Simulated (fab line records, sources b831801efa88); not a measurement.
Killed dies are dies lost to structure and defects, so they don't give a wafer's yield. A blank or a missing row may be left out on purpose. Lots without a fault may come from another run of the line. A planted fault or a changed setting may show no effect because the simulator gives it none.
Which tool did it? | flow gf180mcu | 6 lots, 18 wafers sampled, at 3 steps of a route of 602

WHAT THE GAUGES READ, wafer by wafer
GF_PSD_RS_MEAS_14: measures by four-point-probe.
lot  | measured     | on            | NSD_RS (ohm/sq)
L111 | day 14 17:49 | film_metro-01 | 46.09 46.16 46.11
L116 | day 17 02:36 | film_metro-04 | 46.14 46.27 46.14
L117 | day 17 21:04 | film_metro-04 | 46.16 46.09 46.12
L120 | day 18 21:55 | film_metro-04 | 46.23 46.21 46.22
L122 | day 19 05:16 | film_metro-02 | 40.50 40.44 40.43
L132 | day 22 19:18 | film_metro-02 | 46.20 46.21 46.11

WHICH TOOL RAN EACH LOT (tool, then ch and the chambers of the sampled wafers, then the start)
lot  | GF_HV_LDD_STRIP_10                   | GF_PSD_RTA_13
L111 | plasma_asher-01 ch 0,1, day 10 11:43 | rtp_anneal-02 ch 0, day 14 17:44
L116 | plasma_asher-03 ch 0,1, day 12 10:25 | rtp_anneal-01 ch 0, day 17 02:26
L117 | plasma_asher-03 ch 1, day 13 04:31   | rtp_anneal-01 ch 0, day 17 20:59
L120 | plasma_asher-02 ch 0,1, day 13 18:19 | rtp_anneal-02 ch 0, day 18 21:50
L122 | plasma_asher-01 ch 1, day 14 07:40   | rtp_anneal-02 ch 0, day 19 05:10
L132 | plasma_asher-01 ch 0,1, day 17 07:30 | rtp_anneal-01 ch 0, day 22 19:13
- GF_HV_LDD_STRIP_10: strips in O2/N2.
- GF_PSD_RTA_13: time 20 s.

THE ANSWER, worked out from the rows above alone
Rule: what is usual is taken from the lots themselves. Put in order of their means at a reading, lots are off if they are a third of the lots or fewer, leave a main group of 4 or more, and stand apart from it by a gap of 3 or more times the standard deviation of the main group's means; of several such gaps the widest counts. A main group whose means are all the same, to the digits that the tables above print for the reading, isn't used. A lot without any number at a reading at which 4 lots or more have one is off too. The other lots that the step has rows for count as sound.
Off: L122, at GF_PSD_RS_MEAS_14 (NSD_RS). The main group: mean 46.16 ohm/sq, standard deviation 0.038.
A tool fits if, at a process step before that reading, it ran every lot that is off, and no sound lot after the first of them. The gauges at GF_PSD_RS_MEAS_14 are tried like those tools. One fits: rtp_anneal-02 at GF_PSD_RTA_13. Its last sound lot is L120 (day 18 21:50), its first lot that is off L122 (day 19 05:10): a fault that began between those two fits.

WHAT THE SIMULATOR HAD PUT IN
Process parameter drift: rtp_anneal-02, from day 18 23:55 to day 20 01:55, at GF_PSD_RTA_13. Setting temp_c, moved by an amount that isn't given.
Lots struck among those shown: L122. The rule above found the same.
